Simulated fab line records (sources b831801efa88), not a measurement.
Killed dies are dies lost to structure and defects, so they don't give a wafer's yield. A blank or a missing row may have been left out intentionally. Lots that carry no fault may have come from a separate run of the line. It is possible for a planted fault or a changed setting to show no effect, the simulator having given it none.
What tool caused it? / flow sky130 / 13 lots, 39 wafers sampled, at 4 steps of a route of 708

== WHAT THE GAUGES READ, wafer by wafer ==
SKY_LDD_LDN_OVL_MEAS_07. Usual: LDD_LDN_OVL typically reads 1.5 nm, with standard deviation 1.1.
lot=L143; measured=day 23 05:10; on=overlay-01; LDD_LDN_OVL (nm)=1.3 2.0 2.9; flag=
lot=L144; measured=day 23 06:13; on=overlay-01; LDD_LDN_OVL (nm)=2.3 -0.5 -0.1; flag=
lot=L145; measured=day 23 21:16; on=overlay-02; LDD_LDN_OVL (nm)=0.0 1.4 0.3; flag=
lot=L147; measured=day 24 08:19; on=overlay-01; LDD_LDN_OVL (nm)=-52.9 -52.2 -52.8; flag=OFF
lot=L148; measured=day 24 23:49; on=overlay-01; LDD_LDN_OVL (nm)=-54.6 -53.7 -53.3; flag=OFF
lot=L149; measured=day 25 11:37; on=overlay-02; LDD_LDN_OVL (nm)=3.3 2.9 2.1; flag=
lot=L151; measured=day 25 23:34; on=overlay-02; LDD_LDN_OVL (nm)=-52.3 -53.1 -52.8; flag=OFF
lot=L154; measured=day 27 02:55; on=overlay-01; LDD_LDN_OVL (nm)=-51.4 -52.0 -50.0; flag=OFF
lot=L155; measured=day 27 10:30; on=overlay-01; LDD_LDN_OVL (nm)=2.2 1.0 0.2; flag=
lot=L157; measured=day 27 23:51; on=overlay-01; LDD_LDN_OVL (nm)=0.3 1.9 -0.5; flag=
lot=L160; measured=day 29 04:58; on=overlay-02; LDD_LDN_OVL (nm)=3.6 1.6 2.5; flag=
lot=L161; measured=day 29 13:54; on=overlay-01; LDD_LDN_OVL (nm)=1.9 1.3 2.6; flag=
lot=L166; measured=day 31 02:24; on=overlay-01; LDD_LDN_OVL (nm)=2.2 1.2 2.1; flag=

SKY_SD_P_OVL_MEAS_08. Usual: SD_P_OVL typically reads 0.2 nm, with standard deviation 1.1.
lot=L143; measured=day 25 20:23; on=overlay-01; SD_P_OVL (nm)=2.4 1.0 0.0; flag=
lot=L144; measured=day 25 22:32; on=overlay-01; SD_P_OVL (nm)=-1.0 -1.7 -0.2; flag=
lot=L145; measured=day 26 11:53; on=overlay-02; SD_P_OVL (nm)=-1.3 -1.0 1.5; flag=
lot=L147; measured=day 26 22:32; on=overlay-01; SD_P_OVL (nm)=-0.8 1.3 0.1; flag=
lot=L148; measured=day 27 12:26; on=overlay-02; SD_P_OVL (nm)=-1.4 -0.9 -0.8; flag=
lot=L149; measured=day 28 01:00; on=overlay-01; SD_P_OVL (nm)=-1.3 -0.8 0.7; flag=
lot=L151; measured=day 28 13:14; on=overlay-01; SD_P_OVL (nm)=1.6 1.3 1.0; flag=
lot=L154; measured=day 29 15:17; on=overlay-01; SD_P_OVL (nm)=-0.1 -0.6 0.0; flag=
lot=L155; measured=day 29 22:49; on=overlay-02; SD_P_OVL (nm)=-2.5 -1.5 -1.8; flag=
lot=L157; measured=day 30 14:38; on=overlay-02; SD_P_OVL (nm)=1.0 0.1 -0.1; flag=
lot=L160; measured=day 31 16:11; on=overlay-01; SD_P_OVL (nm)=1.5 -0.2 1.6; flag=
lot=L161; measured=day 32 01:13; on=overlay-02; SD_P_OVL (nm)=0.5 -0.6 -1.1; flag=
lot=L166; measured=day 33 12:13; on=overlay-02; SD_P_OVL (nm)=0.5 -0.3 -1.2; flag=

SKY_SD_N_OVL_MEAS_08. Usual: SD_N_OVL typically reads -1.1 nm, with standard deviation 1.2.
lot=L143; measured=day 28 07:32; on=overlay-02; SD_N_OVL (nm)=0.5 1.3 1.3; flag=
lot=L144; measured=day 28 08:59; on=overlay-01; SD_N_OVL (nm)=-0.4 0.1 0.2; flag=
lot=L145; measured=day 28 22:29; on=overlay-01; SD_N_OVL (nm)=-2.0 -1.4 -0.3; flag=
lot=L147; measured=day 29 09:50; on=overlay-02; SD_N_OVL (nm)=-1.2 0.1 -1.9; flag=
lot=L148; measured=day 29 23:07; on=overlay-02; SD_N_OVL (nm)=-0.8 -1.0 -0.7; flag=
lot=L149; measured=day 30 15:02; on=overlay-02; SD_N_OVL (nm)=-1.4 -0.2 -1.2; flag=
lot=L151; measured=day 30 22:17; on=overlay-01; SD_N_OVL (nm)=0.7 1.0 0.5; flag=
lot=L154; measured=day 32 00:14; on=overlay-01; SD_N_OVL (nm)=-1.3 -0.8 -1.4; flag=
lot=L155; measured=day 32 06:20; on=overlay-01; SD_N_OVL (nm)=1.2 0.8 1.8; flag=
lot=L157; measured=day 32 22:10; on=overlay-01; SD_N_OVL (nm)=1.8 -0.6 1.3; flag=
lot=L160; measured=day 33 23:17; on=overlay-01; SD_N_OVL (nm)=-0.7 -2.1 -1.1; flag=
lot=L161; measured=day 34 07:50; on=overlay-02; SD_N_OVL (nm)=0.4 -0.8 -0.4; flag=
lot=L166; measured=day 35 17:33; on=overlay-02; SD_N_OVL (nm)=-3.0 -2.8 -1.5; flag=

== EACH LOT AND THE TOOL THAT RAN IT (in order: tool; ch and the chambers of the sampled wafers; start) ==
lot=L143; SKY_LDD_LDN_EXPOSE_04=iline-stepper-01 ch 0, day 22 14:19
lot=L144; SKY_LDD_LDN_EXPOSE_04=iline-stepper-02 ch 0, day 22 15:04
lot=L145; SKY_LDD_LDN_EXPOSE_04=iline-stepper-02 ch 0, day 23 06:47
lot=L147; SKY_LDD_LDN_EXPOSE_04=iline-stepper-02 ch 0, day 23 16:59
lot=L148; SKY_LDD_LDN_EXPOSE_04=iline-stepper-02 ch 0, day 24 09:30
lot=L149; SKY_LDD_LDN_EXPOSE_04=iline-stepper-01 ch 0, day 24 20:43
lot=L151; SKY_LDD_LDN_EXPOSE_04=iline-stepper-02 ch 0, day 25 09:34
lot=L154; SKY_LDD_LDN_EXPOSE_04=iline-stepper-02 ch 0, day 26 12:20
lot=L155; SKY_LDD_LDN_EXPOSE_04=iline-stepper-01 ch 0, day 26 20:19
lot=L157; SKY_LDD_LDN_EXPOSE_04=iline-stepper-01 ch 0, day 27 09:32
lot=L160; SKY_LDD_LDN_EXPOSE_04=iline-stepper-01 ch 0, day 28 14:28
lot=L161; SKY_LDD_LDN_EXPOSE_04=iline-stepper-01 ch 0, day 28 23:16
lot=L166; SKY_LDD_LDN_EXPOSE_04=iline-stepper-01 ch 0, day 30 12:55
- SKY_LDD_LDN_EXPOSE_04: exposes mask LDNTM, target cd 700 nm.

== AS READ BY THE TOOLS THEMSELVES (means over the sampled wafers that have a number; for cases with no such wafer, the mark the record gives instead) ==
SKY_LDD_LDN_EXPOSE_04. Usual: exposure-dose-mJ-cm2 137.40, standard deviation 0.14; focus-offset-nm 0.1 nm, standard deviation 0.51.
lot=L143; tool=iline-stepper-01; exposure-dose-mJ-cm2=137.50; focus-offset-nm (nm)=0.6; flag=
lot=L144; tool=iline-stepper-02; exposure-dose-mJ-cm2=137.46; focus-offset-nm (nm)=-0.2; flag=
lot=L145; tool=iline-stepper-02; exposure-dose-mJ-cm2=137.18; focus-offset-nm (nm)=-0.2; flag=
lot=L147; tool=iline-stepper-02; exposure-dose-mJ-cm2=137.46; focus-offset-nm (nm)=-0.2; flag=
lot=L148; tool=iline-stepper-02; exposure-dose-mJ-cm2=137.30; focus-offset-nm (nm)=0.4; flag=
lot=L149; tool=iline-stepper-01; exposure-dose-mJ-cm2=137.49; focus-offset-nm (nm)=0.5; flag=
lot=L151; tool=iline-stepper-02; exposure-dose-mJ-cm2=137.37; focus-offset-nm (nm)=-0.5; flag=
lot=L154; tool=iline-stepper-02; exposure-dose-mJ-cm2=137.48; focus-offset-nm (nm)=0.5; flag=
lot=L155; tool=iline-stepper-01; exposure-dose-mJ-cm2=137.44; focus-offset-nm (nm)=0.3; flag=
lot=L157; tool=iline-stepper-01; exposure-dose-mJ-cm2=137.39; focus-offset-nm (nm)=0.2; flag=
lot=L160; tool=iline-stepper-01; exposure-dose-mJ-cm2=137.33; focus-offset-nm (nm)=0.1; flag=
lot=L161; tool=iline-stepper-01; exposure-dose-mJ-cm2=137.30; focus-offset-nm (nm)=-0.1; flag=
lot=L166; tool=iline-stepper-01; exposure-dose-mJ-cm2=137.34; focus-offset-nm (nm)=-0.3; flag=

== THE ANSWER, worked out from the rows above alone ==
Rule: lot off if the mean of its wafers having a number is beyond 3 standard deviations from the usual mean. A lot without any number at a reading at which 4 lots or more have one is off too. The other lots that the step has rows for count as sound. First the gauges in route order, then the tools' own readings, where a lot's mean is used as printed above. The first step at which some lot is off is used, and at that step the reading that is off furthest; a lot without a number counts as furthest.
Off: L147, L148, L151, L154, seen at SKY_LDD_LDN_OVL_MEAS_07 (LDD_LDN_OVL).
If a tool, at a process step before that reading, ran all the lots that are off and no sound lot after the first of them, it fits. The gauges at SKY_LDD_LDN_OVL_MEAS_07 are tried like those tools. One fits: iline-stepper-02 at SKY_LDD_LDN_EXPOSE_04. Its last sound lot is L145 (day 23 06:47), its first lot that is off L147 (day 23 16:59): a fault that began between those two fits.

== WHAT HAD BEEN PUT IN BY THE SIMULATOR ==
Scanner matching overlay: iline-stepper-02, from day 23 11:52 on, at SKY_LDD_LDN_EXPOSE_04. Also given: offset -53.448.
Struck lots among those shown: L147, L148, L151, L154. The same result came from the rule above.
